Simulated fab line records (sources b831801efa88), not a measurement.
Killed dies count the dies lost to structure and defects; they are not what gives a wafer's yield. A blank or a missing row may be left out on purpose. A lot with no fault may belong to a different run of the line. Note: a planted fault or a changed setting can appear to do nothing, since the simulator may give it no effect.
Chamber matching | flow gf180mcu | GF_STI_CVD_23 on hdpcvd-02 has 3 sister chambers
The step deposits SiO2, target thk 650 nm, time 108.3 s. 14 wafers are shown with their chamber, then 7 later ones without.

EACH WAFER AND ITS CHAMBER
wafer  | chamber | pressureMtorr (mTorr)
L134.2 | 1       | 5.989
L134.5 | 0       | 6.019
L134.6 | 2       | 6.016
L135.1 | 2       | 5.991
L135.3 | 1       | 5.990
L135.5 | 0       | 5.970
L136.1 | 1       | 5.995
L136.5 | 1       | 5.998
L136.6 | 2       | 6.029
L138.1 | 0       | 6.007
L138.5 | 1       | 5.989
L138.6 | 0       | 6.018
L139.2 | 0       | 6.019
L139.3 | 2       | 5.994

SIGNATURES (means of the wafers above)
reading       | chamber 0 | chamber 1 | chamber 2 | scatter within a chamber
pressureMtorr | 6.00660   | 5.99220   | 6.00750   | 0.016
Rule: a wafer's distance from a chamber is the root of the sum, over the readings, of the square of ((its reading less the chamber's mean) divided by the reading's scatter). The wafer belongs to the nearest chamber; if the next one is less than 2 further off, it can't be placed. The scatter: the root of (the sum of the squares of (reading less its chamber's mean) over the shown wafers, divided by (wafers less chambers)).

WAFERS WHOSE CHAMBER IS MISSING
wafer  | pressureMtorr (mTorr)
L139.5 | 6.016
L145.1 | 5.998
L145.2 | 5.984
L145.6 | 5.999
L156.1 | 6.011
L156.2 | 6.016
L156.6 | 6.025

THE CHAMBER EACH PASSED THROUGH
wafer  | from the rows above          | in truth
L139.5 | can't be placed: 2 or 0 or 1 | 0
L145.1 | can't be placed: 1 or 0 or 2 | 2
L145.2 | can't be placed: 1 or 0 or 2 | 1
L145.6 | can't be placed: 1 or 0 or 2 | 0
L156.1 | can't be placed: 2 or 0 or 1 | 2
L156.2 | can't be placed: 2 or 0 or 1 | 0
L156.6 | can't be placed: 2 or 0 or 1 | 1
Placed correctly: 0 of 7. Not placeable from these rows: 7 (in 7, the candidates include the true chamber). Placed wrongly: 0.
